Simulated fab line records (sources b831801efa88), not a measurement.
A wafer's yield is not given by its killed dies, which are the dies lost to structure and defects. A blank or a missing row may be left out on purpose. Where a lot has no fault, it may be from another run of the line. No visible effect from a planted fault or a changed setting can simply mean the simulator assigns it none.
Matching of chambers | flow gf180mcu | 4 sister chambers for GF_V2_ETCH_16 on rie_diel-04
The step etches BARC in N2/H2. 8 wafers are shown with their chamber, then 9 later ones without.

== WAFERS PAIRED WITH THEIR CHAMBERS ==
wafer  | chamber | oes_product_au (a.u.) | throttle_valve_pct (%)
L075.6 | 2       | 0.852                 | 13.230
L080.2 | 3       | 0.856                 | 13.225
L082.3 | 3       | 0.857                 | 13.224
L082.4 | 2       | 0.850                 | 13.219
L083.4 | 1       | 0.852                 | 13.221
L084.2 | 0       | 0.857                 | 13.211
L084.5 | 0       | 0.853                 | 13.225
L084.6 | 1       | 0.851                 | 13.229

== WAFERS WHOSE CHAMBER IS MISSING ==
wafer  | oes_product_au (a.u.) | throttle_valve_pct (%)
L087.1 | 0.850                 | 13.217
L087.2 | 0.856                 | 13.213
L087.6 | 0.863                 | 13.226
L089.2 | 0.846                 | 13.245
L089.3 | 0.860                 | 13.223
L089.6 | 0.851                 | 13.226
L095.1 | 0.859                 | 13.231
L095.2 | 0.857                 | 13.232
L095.6 | 0.848                 | 13.216

== WHICH CHAMBER EACH WENT THROUGH ==
wafer  | from the rows above          | in truth
L087.1 | can't be placed: 2 or 1 or 0 | 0
L087.2 | can't be placed: 0 or 3      | 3
L087.6 | can't be placed: 3 or 0      | 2
L089.2 | can't be placed: 2 or 1      | 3
L089.3 | can't be placed: 3 or 0      | 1
L089.6 | can't be placed: 2 or 1      | 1
L095.1 | can't be placed: 3 or 0      | 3
L095.2 | can't be placed: 3 or 0      | 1
L095.6 | can't be placed: 2 or 1      | 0
0 of 9 placed correctly. Can't be placed from these rows: 9 (the true chamber is among the candidates in 4). Placed wrongly: 0.
How it was worked out, from the rows above alone: a wafer's distance from a chamber is the root of the sum, over the readings, of the square of ((its reading less the chamber's mean) divided by the reading's scatter). If the next closest chamber is less than 2 further off than the closest, the wafer can't be placed; otherwise it belongs to the closest. A chamber's mean is the mean of its shown wafers. How the scatter is found: for the shown wafers, subtract from each reading the mean of its chamber, square and add these, divide the total by (wafers less chambers), then take the root.
